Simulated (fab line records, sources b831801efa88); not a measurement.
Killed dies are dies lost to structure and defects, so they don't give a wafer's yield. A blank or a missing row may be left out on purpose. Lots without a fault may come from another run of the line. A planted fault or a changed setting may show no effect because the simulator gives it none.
Problem report in the 8D (eight disciplines) form, filled by code | flow sky130 | the parts of the form that need people (team, actions taken, sign-off) are left out

1. THE PROBLEM
run_length_s at SKY_POLY_GATE_ETCH_17 reads a mean of 102.6 s on 1 wafer of 1 lot; wafers without a fault read 98.9 s with a standard deviation of 0.48. That is +7.7 standard deviations from the usual mean.
The step: etches poly-Si in HBr/Cl2, stops on SiO2, target depth 180 nm, time 70.5 s.
First seen on wafer L925.3, day 21 16:04, on rie_si-01. The record holds 39 wafers of 13 lots with a number at this step. Rule for "out", or "out of limits": more than 4 standard deviations from the usual mean. The other wafers with a number count as sound.

2. WHAT IT IS AND WHAT IT IS NOT
question                    | is                | is not
which readings at this step | run_length_s      | drypump_motor_current_A, he_backside_leak_sccm, mfc_cl2_sccm, throttle_valve_pct
which lots                  | L925              | L911, L912, L913, L915, L916, L917, L918, L921, L931, L932, L933, L934
which wafers of those lots  | L925.3            | L925.1, L925.4
read on which tools         | rie_si-01         | rie_si-02
when                        | from day 21 16:04 | up to then (26 sound wafers); but 12 sound wafers of L931, L932, L933, L934 came after

3. SUSPECTS, AND WHAT RULES EACH OUT
Counting: a tool at a process step up to the reading stays a suspect if it ran every lot that is out. Sound lots after the first of them don't rule it out here, since some wafers of a struck lot are sound.
- rie_si-01 at SKY_POLY_GATE_ETCH_17 (etches poly-Si in HBr/Cl2, stops on SiO2, target depth 180 nm, time 70.5 s): kept. It ran the lot that is out, L925 (day 21 16:04); its last sound lot up to then is L918 (day 19 20:53). Its own readings are out on those wafers: run_length_s.
- Within rie_si-01 at SKY_POLY_GATE_ETCH_17: the wafers that are out ran in chamber 3; their sound lot-mates ran in chambers 0, 1.
Left after counting: rie_si-01 at SKY_POLY_GATE_ETCH_17.

4. THE CAUSE (what the simulator had put in)
Process parameter drift: rie_si-01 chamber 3, from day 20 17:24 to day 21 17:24, at SKY_POLY_GATE_ETCH_17. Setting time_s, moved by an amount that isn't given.
Counting left only this tool.

5. THE CHAIN OF EFFECTS, in route order
Each row: a reading whose mean over the struck wafers that have a number lies more than 3 standard deviations from the usual. Only readings for which the record gives a usual standard deviation are gone through. hours: the time from each lot's start at the first step in this table that gives one to its start at this step, as a median over the lots. sigmas: the change in usual standard deviations.
hours | step                  | reading        | usual      | on struck wafers | change | sigmas
0     | SKY_POLY_GATE_ETCH_17 | oes_product_au | 0.984 a.u. | 0.955            | -0.029 | -3.7
0     | SKY_POLY_GATE_ETCH_17 | run_length_s   | 98.9 s     | 102.6            | +3.7   | +7.7
The process steps in it:
- SKY_POLY_GATE_ETCH_17: etches poly-Si in HBr/Cl2, stops on SiO2, target depth 180 nm, time 70.5 s.
Later measuring or inspecting steps at which every struck wafer that the step has a row for has a number for every such reading, and none has moved that far: SKY_LDD_N_OVL_MEAS_07.

6. WHAT WOULD HAVE CAUGHT IT SOONER
In this record the first reading out of limits was taken at day 21 16:04, 23 hours after the fault began at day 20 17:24.
